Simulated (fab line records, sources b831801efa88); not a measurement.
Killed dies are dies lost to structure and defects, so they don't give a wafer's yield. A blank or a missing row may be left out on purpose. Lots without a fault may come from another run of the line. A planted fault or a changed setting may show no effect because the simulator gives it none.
Which tool did it? | flow gf180mcu | 24 lots, 72 wafers sampled, at 5 steps of a route of 602

WHAT THE GAUGES READ, wafer by wafer
GF_M4_RS_MEAS_05: measures by four-point-probe.
lot  | measured     | on            | M4_ALCU_RS (ohm/sq)
L074 | day 22 18:58 | film_metro-01 | 0.0691 0.0694 0.0685
L075 | day 22 23:49 | film_metro-03 | 0.0700 0.0703 0.0707
L076 | day 23 07:13 | film_metro-02 | 0.0697 0.0690 0.0696
L077 | day 23 16:05 | film_metro-03 | 0.0689 0.0685 0.0693
L078 | day 23 23:00 | film_metro-01 | 0.0682 0.0679 0.0681
L079 | day 24 09:44 | film_metro-02 | 0.0693 0.0699 0.0690
L080 | day 24 17:28 | film_metro-02 | 0.0688 0.0694 0.0691
L081 | day 25 06:34 | film_metro-01 | 0.0694 0.0688 0.0688
L082 | day 25 08:46 | film_metro-01 | 0.0704 0.0695 0.0694
L083 | day 25 10:39 | film_metro-03 | 0.0685 0.0699 0.0692
L084 | day 26 02:44 | film_metro-01 | 0.0696 0.0698 0.0704
L085 | day 26 11:20 | film_metro-03 | 0.0706 0.0706 0.0704
L086 | day 26 18:37 | film_metro-01 | 0.0699 0.0706 0.0695
L087 | day 27 02:18 | film_metro-02 | 0.0686 0.0694 0.0684
L088 | day 27 09:58 | film_metro-02 | 0.0695 0.0705 0.0691
L089 | day 27 15:04 | film_metro-01 | 0.0689 0.0697 0.0698
L090 | day 27 23:35 | film_metro-03 | 0.0697 0.0698 0.0693
L091 | day 28 11:40 | film_metro-03 | 0.0687 0.0685 0.0686
L092 | day 28 15:21 | film_metro-01 | 0.0686 0.0687 0.0687
L093 | day 28 23:14 | film_metro-02 | 0.0678 0.0685 0.0689
L094 | day 29 06:05 | film_metro-01 | 0.0697 0.0699 0.0695
L095 | day 29 12:43 | film_metro-03 | 0.0701 0.0695 0.0692
L096 | day 29 15:37 | film_metro-03 | 0.0707 0.0701 0.0701
L097 | day 29 23:41 | film_metro-03 | 0.0688 0.0684 0.0682

GF_M4_OVL_MEAS_15.
lot  | measured     | on         | M4_OVL (nm)
L074 | day 23 18:14 | overlay-01 | 2 -8 -3
L075 | day 23 22:44 | overlay-02 | -3 1 -7
L076 | day 24 05:47 | overlay-01 | 6 3 6
L077 | day 24 14:17 | overlay-01 | 4 11 3
L078 | day 24 20:37 | overlay-01 | -1 0 -7
L079 | day 25 07:27 | overlay-01 | -1 3 8
L080 | day 25 15:11 | overlay-01 | -3 3 4
L081 | day 26 04:11 | overlay-01 | -5 -8 -3
L082 | day 26 05:50 | overlay-01 | -3 0 2
L083 | day 26 07:47 | overlay-01 | -6 4 -6
L084 | day 26 23:43 | overlay-02 | 2 -7 -7
L085 | day 27 08:19 | overlay-01 | -3 -2 -2
L086 | day 27 15:14 | overlay-01 | 4 1 -3
L087 | day 27 22:17 | overlay-01 | -4 5 -2
L088 | day 28 05:59 | overlay-01 | 5 -1 3
L089 | day 28 10:55 | overlay-02 | 0 -1 -3
L090 | day 28 19:26 | overlay-01 | -10 -12 -12
L091 | day 29 06:55 | overlay-02 | 3 10 3
L092 | day 29 10:17 | overlay-02 | -8 -7 -6
L093 | day 29 18:13 | overlay-01 | 0 7 -4
L094 | day 30 00:34 | overlay-01 | 5 -6 2
L095 | day 30 07:20 | overlay-01 | -5 7 -6
L096 | day 30 10:11 | overlay-02 | 1 1 7
L097 | day 30 18:10 | overlay-01 | -3 0 -3

GF_V4_THK_MEAS_03.
lot  | measured     | on            | V4_CVD_02_THK (nm)
L074 | day 23 19:08 | film_metro-02 | 853 856 846
L075 | day 23 23:40 | film_metro-04 | 852 871 867
L076 | day 24 06:40 | film_metro-04 | 854 859 860
L077 | day 24 15:10 | film_metro-04 | 843 837 852
L078 | day 24 21:31 | film_metro-04 | 849 848 836
L079 | day 25 08:21 | film_metro-04 | 853 872 857
L080 | day 25 16:07 | film_metro-02 | 852 869 859
L081 | day 26 05:04 | film_metro-01 | 854 864 863
L082 | day 26 06:43 | film_metro-02 | 843 863 849
L083 | day 26 08:40 | film_metro-04 | 861 857 863
L084 | day 27 00:37 | film_metro-02 | 861 870 881
L085 | day 27 09:13 | film_metro-02 | 859 878 863
L086 | day 27 16:10 | film_metro-04 | 837 836 853
L087 | day 27 23:12 | film_metro-04 | 870 871 868
L088 | day 28 07:17 | film_metro-02 | 852 863 864
L089 | day 28 11:59 | film_metro-02 | 832 847 850
L090 | day 28 20:19 | film_metro-04 | 846 849 855
L091 | day 29 07:58 | film_metro-02 | 840 858 855
L092 | day 29 11:31 | film_metro-01 | 850 839 860
L093 | day 29 19:11 | film_metro-04 | 849 844 861
L094 | day 30 01:27 | film_metro-01 | 862 839 849
L095 | day 30 08:16 | film_metro-01 | 837 854 856
L096 | day 30 11:04 | film_metro-04 | 854 865 865
L097 | day 30 19:04 | film_metro-04 | 827 849 850

WHICH TOOL RAN EACH LOT (tool, then ch and the chambers of the sampled wafers, then the start)
lot  | GF_V1_CMP_26                  | GF_V2_ETCH_16
L074 | cmp-02 ch 0,2,3, day 18 11:49 | rie_diel-01 ch 0,1,2, day 20 14:35
L075 | cmp-01 ch 1,2, day 18 16:42   | rie_diel-02 ch 1,2,3, day 20 19:49
L076 | cmp-01 ch 1,2, day 19 00:04   | rie_diel-04 ch 0,1,3, day 21 03:01
L077 | cmp-02 ch 1,3, day 19 10:19   | rie_diel-01 ch 1,2, day 21 13:04
L078 | cmp-02 ch 0,1,3, day 19 17:07 | rie_diel-01 ch 0,2,3, day 21 19:47
L079 | cmp-01 ch 0,2,3, day 20 05:37 | rie_diel-02 ch 1,2,3, day 22 07:46
L080 | cmp-02 ch 1,2,3, day 20 13:23 | rie_diel-04 ch 1,3, day 22 15:13
L081 | cmp-02 ch 0,3, day 21 04:47   | rie_diel-02 ch 0,1,3, day 23 06:04
L082 | cmp-01 ch 1,2, day 21 06:10   | rie_diel-02 ch 1,2, day 23 07:22
L083 | cmp-01 ch 0,2,3, day 21 09:51 | rie_diel-04 ch 1,2, day 23 10:31
L084 | cmp-02 ch 0,2, day 22 02:51   | rie_diel-04 ch 1,2,3, day 24 02:52
L085 | cmp-02 ch 0,1,3, day 22 12:39 | rie_diel-01 ch 1,2, day 24 12:37
L086 | cmp-01 ch 0,2, day 22 20:50   | rie_diel-01 ch 0,1,2, day 24 19:43
L087 | cmp-02 ch 0,1,2, day 23 04:36 | rie_diel-01 ch 0,1,3, day 25 03:59
L088 | cmp-01 ch 0,2, day 23 13:49   | rie_diel-01 ch 0,1,3, day 25 11:25
L089 | cmp-01 ch 2,3, day 23 18:34   | rie_diel-02 ch 2,3, day 25 16:23
L090 | cmp-01 ch 0,2,3, day 24 03:38 | rie_diel-04 ch 0,2,3, day 26 01:02
L091 | cmp-01 ch 0,1,3, day 24 18:11 | rie_diel-02 ch 0,1, day 26 15:01
L092 | cmp-01 ch 0,1,3, day 24 21:58 | rie_diel-01 ch 1,3, day 26 17:52
L093 | cmp-01 ch 0,1,3, day 25 06:05 | rie_diel-01 ch 1,3, day 27 02:25
L094 | cmp-02 ch 0,3, day 25 14:04   | rie_diel-01 ch 1,2,3, day 27 09:22
L095 | cmp-02 ch 2,3, day 25 23:16   | rie_diel-01 ch 1,2,3, day 27 17:32
L096 | cmp-02 ch 0,1,2, day 26 00:48 | rie_diel-02 ch 0,1,2, day 27 19:44
L097 | cmp-02 ch 0,1,2, day 26 10:24 | rie_diel-04 ch 0,2,3, day 28 05:16
- GF_V1_CMP_26: polishes, stops on SiO2, t overpolish 15 s, target thk 0 nm.
- GF_V2_ETCH_16: etches BARC in N2/H2.

WHAT THE TOOLS THEMSELVES READ (means of the sampled wafers that have a number; where no wafer has one, the mark that the record gives instead)
GF_V1_CMP_26.
lot  | tool   | head_pressure_psi (psi) | motor_current_A (A) | overpolish_run_s (s) | time_to_endpoint_s (s)
L074 | cmp-02 | 3.501                   | 10.4                | 14.994               | 87
L075 | cmp-01 | 3.503                   | 10.6                | 14.997               | 76
L076 | cmp-01 | 3.492                   | 10.8                | 15.005               | 78
L077 | cmp-02 | 3.496                   | 10.7                | 14.999               | 85
L078 | cmp-02 | 3.489                   | 10.3                | 15.001               | 84
L079 | cmp-01 | 3.494                   | 11.4                | 15.002               | 75
L080 | cmp-02 | 3.501                   | 11.0                | 15.000               | 86
L081 | cmp-02 | 3.501                   | 9.5                 | 15.001               | 81
L082 | cmp-01 | 3.497                   | 11.0                | 14.995               | 76
L083 | cmp-01 | 3.505                   | 11.4                | 15.006               | 81
L084 | cmp-02 | 3.491                   | 10.9                | 15.005               | 87
L085 | cmp-02 | 3.496                   | 10.2                | 14.998               | 83
L086 | cmp-01 | 3.508                   | 11.2                | 14.998               | 82
L087 | cmp-02 | 3.500                   | 10.6                | 14.995               | 88
L088 | cmp-01 | 3.501                   | 11.3                | 14.995               | 84
L089 | cmp-01 | 3.497                   | 11.3                | 15.001               | 76
L090 | cmp-01 | 3.503                   | 11.9                | 15.004               | 76
L091 | cmp-01 | 3.503                   | 11.6                | 14.994               | 84
L092 | cmp-01 | 3.497                   | 11.2                | 14.997               | 80
L093 | cmp-01 | 3.505                   | 11.4                | 15.003               | 83
L094 | cmp-02 | 3.488                   | 10.0                | 15.005               | 86
L095 | cmp-02 | 3.500                   | 10.4                | 15.001               | 89
L096 | cmp-02 | 3.497                   | 11.0                | 15.002               | 86
L097 | cmp-02 | 3.492                   | 10.9                | 14.994               | 92

GF_V2_ETCH_16.
lot  | tool        | drypump_motor_current_A (A) | oes_product_au (a.u.) | throttle_valve_pct (%)
L074 | rie_diel-01 | 6.0                         | 0.854                 | 13.225
L075 | rie_diel-02 | 6.4                         | 0.852                 | 13.227
L076 | rie_diel-04 | 5.7                         | 0.854                 | 13.231
L077 | rie_diel-01 | 5.9                         | 0.855                 | 13.225
L078 | rie_diel-01 | 5.8                         | 0.850                 | 13.231
L079 | rie_diel-02 | 6.3                         | 0.857                 | 13.229
L080 | rie_diel-04 | 5.8                         | 0.850                 | 13.224
L081 | rie_diel-02 | 6.2                         | 0.855                 | 13.222
L082 | rie_diel-02 | 6.4                         | 0.851                 | 13.227
L083 | rie_diel-04 | 5.4                         | 0.849                 | 13.225
L084 | rie_diel-04 | 5.6                         | 0.860                 | 13.227
L085 | rie_diel-01 | 5.8                         | 0.855                 | 13.226
L086 | rie_diel-01 | 5.9                         | 0.857                 | 13.224
L087 | rie_diel-01 | 5.7                         | 0.858                 | 13.223
L088 | rie_diel-01 | 5.7                         | 0.850                 | 13.226
L089 | rie_diel-02 | 6.5                         | 0.855                 | 13.217
L090 | rie_diel-04 | 5.8                         | 0.855                 | 13.231
L091 | rie_diel-02 | 6.1                         | 0.857                 | 13.234
L092 | rie_diel-01 | 5.5                         | 0.854                 | 13.220
L093 | rie_diel-01 | 5.7                         | 0.857                 | 13.226
L094 | rie_diel-01 | 5.8                         | 0.856                 | 13.229
L095 | rie_diel-01 | 5.8                         | 0.857                 | 13.225
L096 | rie_diel-02 | 6.2                         | 0.858                 | 13.230
L097 | rie_diel-04 | 5.8                         | 0.849                 | 13.220

THE ANSWER, worked out from the rows above alone
Rule: what is usual is taken from the lots themselves. Put in order of their means at a reading, lots are off if they are a third of the lots or fewer, leave a main group of 4 or more, and stand apart from it by a gap of 3 or more times the standard deviation of the main group's means; of several such gaps the widest counts. A main group whose means are all the same, to the digits that the tables above print for the reading, isn't used. A lot without any number at a reading at which 4 lots or more have one is off too. The other lots that the step has rows for count as sound. The gauges are gone through in route order, then the tools' own readings, and for those a lot's mean is taken as printed above. The first step at which some lot is off is used, and at that step the reading that is off furthest; a lot without a number counts as furthest.
No lot is off at any reading shown: from this, nothing can be told.

WHAT THE SIMULATOR HAD PUT IN
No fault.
